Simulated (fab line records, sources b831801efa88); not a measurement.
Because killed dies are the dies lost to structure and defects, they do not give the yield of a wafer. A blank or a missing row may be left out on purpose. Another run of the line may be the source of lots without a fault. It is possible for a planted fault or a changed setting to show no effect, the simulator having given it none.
Which tool is to blame?	flow sky130	72 wafers from 24 lots sampled at 4 of the route's 708 steps

WHAT THE GAUGES READ, wafer by wafer
SKY_METAL3_CD_MEAS_13: the cd target is 300 nm. Usual: 300.4 nm for cd nm, sd 1.5.
lot	measured	on	cd nm (nm)	flag
L074	day 37 22:28	cd sem-01	302.0 301.7 302.3	
L075	day 38 12:22	cd sem-01	298.8 299.3 300.6	
L076	day 38 23:41	cd sem-01	300.8 301.4 300.3	
L077	day 39 01:41	cd sem-02	301.9 302.7 301.6	
L078	day 39 19:20	cd sem-01	302.9 300.5 302.1	
L079	day 39 19:41	cd sem-02	298.9 298.2 297.8	
L080	day 40 05:45	cd sem-01	301.5 302.9 301.8	
L081	day 40 12:50	cd sem-02	300.4 298.9 300.2	
L082	day 40 20:32	cd sem-01	299.9 299.5 298.3	
L083	day 41 19:18	cd sem-02	301.2 298.6 299.9	
L084	day 41 20:29	cd sem-02	300.4 301.2 301.4	
L085	day 41 23:01	cd sem-02	298.1 298.3 298.8	
L086	day 42 12:44	cd sem-01	299.4 300.0 301.4	
L087	day 43 03:01	cd sem-01	300.8 299.7 299.3	
L088	day 43 11:31	cd sem-01	299.2 300.8 300.7	
L089	day 43 16:14	cd sem-02	301.5 300.3 300.8	
L090	day 43 17:20	cd sem-01	300.7 300.0 301.7	
L091	day 43 20:23	cd sem-01	298.1 298.2 297.5	
L092	day 43 21:49	cd sem-01	303.9 302.0 303.3	
L093	day 44 01:28	cd sem-01	301.5 302.1 301.9	
L094	day 44 04:59	cd sem-01	300.1 299.2 301.4	
L095	day 45 01:41	cd sem-02	298.9 300.9 300.4	
L096	day 45 02:32	cd sem-01	301.4 302.1 301.0	
L097	day 45 12:32	cd sem-01	297.9 298.9 298.6	

SKY_METAL4_OVL_MEAS_14. Usual: METAL4_OVL 2 nm, standard deviation 5.6.
lot	measured	on	METAL4_OVL (nm)	flag
L074	day 41 04:43	overlay-02	13 7 11	
L075	day 41 18:28	overlay-01	1 -3 6	
L076	day 42 03:50	overlay-02	-3 -1 4	
L077	day 42 07:24	overlay-01	11 1 3	
L078	day 42 23:33	overlay-01	4 1 6	
L079	day 43 00:34	overlay-01	2 6 3	
L080	day 43 07:46	overlay-01	4 12 5	
L081	day 43 14:15	overlay-02	4 8 9	
L082	day 43 23:19	overlay-02	-5 -5 -6	
L083	day 44 18:39	overlay-02	0 -2 -3	
L084	day 44 20:24	overlay-01	-1 -2 7	
L085	day 45 01:25	overlay-01	5 5 -3	
L086	day 45 09:37	overlay-02	2 1 4	
L087	day 46 00:22	overlay-02	-3 3 0	
L088	day 46 08:34	overlay-02	1 2 -5	
L089	day 46 11:55	overlay-02	2 4 7	
L090	day 46 13:02	overlay-01	-6 -5 -2	
L091	day 46 14:49	overlay-01	-3 1 1	
L092	day 46 17:28	overlay-02	7 5 2	
L093	day 46 20:26	overlay-01	7 7 5	
L094	day 47 00:13	overlay-01	9 6 10	
L095	day 47 15:55	overlay-01	-7 -8 -14	
L096	day 47 16:13	overlay-02	-6 -4 -5	
L097	day 48 00:17	overlay-01	8 3 3	

WHAT TOOL EACH LOT RAN ON (gives the tool, then ch and the chambers of the sampled wafers, and finally the start)
lot	SKY_CAPM_SPUTTER_02	SKY_METAL4_SPUTTER_02
L074	pvd sputter-01, day 35 18:37	pvd sputter-02, day 39 03:21
L075	pvd sputter-02, day 36 08:17	pvd sputter-02, day 39 16:49
L076	pvd sputter-03, day 36 20:02	pvd sputter-04, day 40 03:58
L077	pvd sputter-02, day 36 22:30	pvd sputter-02, day 40 05:43
L078	pvd sputter-03, day 37 16:18	pvd sputter-02, day 40 23:41
L079	pvd sputter-01, day 37 16:24	pvd sputter-03, day 40 23:44
L080	pvd sputter-02, day 38 03:27	pvd sputter-04, day 41 09:09
L081	pvd sputter-03, day 38 09:35	pvd sputter-02, day 41 16:25
L082	pvd sputter-02, day 38 17:38	pvd sputter-02, day 42 00:18
L083	pvd sputter-03, day 39 17:37	pvd sputter-04, day 42 21:22
L084	pvd sputter-03, day 39 18:59	pvd sputter-04, day 42 22:19
L085	pvd sputter-03, day 39 20:47	pvd sputter-04, day 43 01:21
L086	pvd sputter-03, day 40 12:09	pvd sputter-02, day 43 14:03
L087	pvd sputter-02, day 41 03:32	pvd sputter-03, day 44 04:54
L088	pvd sputter-02, day 41 12:18	pvd sputter-03, day 44 12:44
L089	pvd sputter-03, day 41 18:01	pvd sputter-04, day 44 17:41
L090	pvd sputter-01, day 41 19:10	pvd sputter-02, day 44 18:45
L091	pvd sputter-03, day 41 21:59	pvd sputter-04, day 44 21:43
L092	pvd sputter-01, day 41 22:55	pvd sputter-03, day 44 23:06
L093	pvd sputter-02, day 42 03:01	pvd sputter-02, day 45 02:59
L094	pvd sputter-02, day 42 07:11	pvd sputter-04, day 45 06:00
L095	pvd sputter-03, day 43 05:06	pvd sputter-02, day 46 02:52
L096	pvd sputter-01, day 43 05:34	pvd sputter-04, day 46 03:28
L097	pvd sputter-03, day 43 17:40	pvd sputter-04, day 46 12:30
- SKY_CAPM_SPUTTER_02: material TiN, target thk 200 nm, time 166.7 s.
- SKY_METAL4_SPUTTER_02: material AlCu, target thk 735 nm, time 39.1 s.

WHAT THE TOOLS THEMSELVES READ (means of the sampled wafers that have a number; where no wafer has one, the mark that the record gives instead)
SKY_CAPM_SPUTTER_02. Usual: chamber pressure pa 0.4000 Pa, standard deviation 0.00071; substrate temp c 300.02 C, standard deviation 0.19; throttle valve pct 30.0 %, standard deviation 0.92.
lot	tool	chamber pressure pa (Pa)	substrate temp c (C)	throttle valve pct (%)	flag
L074	pvd sputter-01	0.4003	299.96	30.1	
L075	pvd sputter-02	0.4002	300.04	29.9	
L076	pvd sputter-03	0.3996	300.22	28.9	
L077	pvd sputter-02	0.4002	300.03	31.2	
L078	pvd sputter-03	0.3997	299.83	29.6	
L079	pvd sputter-01	0.4002	299.92	30.6	
L080	pvd sputter-02	0.4000	299.97	30.8	
L081	pvd sputter-03	0.4002	300.05	29.8	
L082	pvd sputter-02	0.4001	300.23	30.7	
L083	pvd sputter-03	0.4001	299.98	29.9	
L084	pvd sputter-03	0.3998	300.03	28.9	
L085	pvd sputter-03	0.4001	300.04	29.4	
L086	pvd sputter-03	0.4000	299.90	30.0	
L087	pvd sputter-02	0.4004	300.02	30.4	
L088	pvd sputter-02	0.3998	300.09	30.2	
L089	pvd sputter-03	0.3996	299.93	29.9	
L090	pvd sputter-01	0.3999	299.91	30.2	
L091	pvd sputter-03	0.3990	299.97	29.6	
L092	pvd sputter-01	0.4003	300.02	30.0	
L093	pvd sputter-02	0.3993	299.87	31.0	
L094	pvd sputter-02	0.3999	299.95	30.8	
L095	pvd sputter-03	0.4001	299.99	29.5	
L096	pvd sputter-01	0.3995	300.00	30.6	
L097	pvd sputter-03	0.4001	300.05	30.3	

SKY_METAL4_SPUTTER_02. Usual: chamber pressure pa 0.4000 Pa, standard deviation 0.00087; throttle valve pct 29.8 %, standard deviation 1.
lot	tool	chamber pressure pa (Pa)	throttle valve pct (%)	flag
L074	pvd sputter-02	0.3998	30.7	
L075	pvd sputter-02	0.3992	30.7	
L076	pvd sputter-04	0.3998	30.1	
L077	pvd sputter-02	0.4002	30.6	
L078	pvd sputter-02	0.4002	29.6	
L079	pvd sputter-03	0.4000	29.4	
L080	pvd sputter-04	0.4004	28.4	
L081	pvd sputter-02	0.3995	30.6	
L082	pvd sputter-02	0.3995	30.7	
L083	pvd sputter-04	0.4003	29.9	
L084	pvd sputter-04	0.4001	29.2	
L085	pvd sputter-04	0.4003	29.2	
L086	pvd sputter-02	0.3991	30.2	
L087	pvd sputter-03	0.3997	29.3	
L088	pvd sputter-03	0.3997	29.2	
L089	pvd sputter-04	0.4004	29.2	
L090	pvd sputter-02	0.3996	30.8	
L091	pvd sputter-04	0.4007	29.3	
L092	pvd sputter-03	0.3996	29.2	
L093	pvd sputter-02	0.3996	30.8	
L094	pvd sputter-04	0.3993	29.7	
L095	pvd sputter-02	0.4001	30.8	
L096	pvd sputter-04	0.3997	29.2	
L097	pvd sputter-04	0.3997	29.9	

THE ANSWER, worked out from the rows above alone
Rule: a lot is off if the mean of its wafers that have a number lies more than 3 standard deviations from the usual mean. A lot without any number at a reading at which 4 lots or more have one is off too. All remaining lots with rows at the step are treated as sound. After the gauges, taken in route order, come the tools' own readings; for these a lot's mean is taken, as printed above. The first step at which some lot is off is used, and at that step the reading that is off furthest; a lot without a number counts as furthest.
Across all readings shown, no lot is off: no conclusion can be drawn from this.

WHAT THE SIMULATOR HAD PUT IN
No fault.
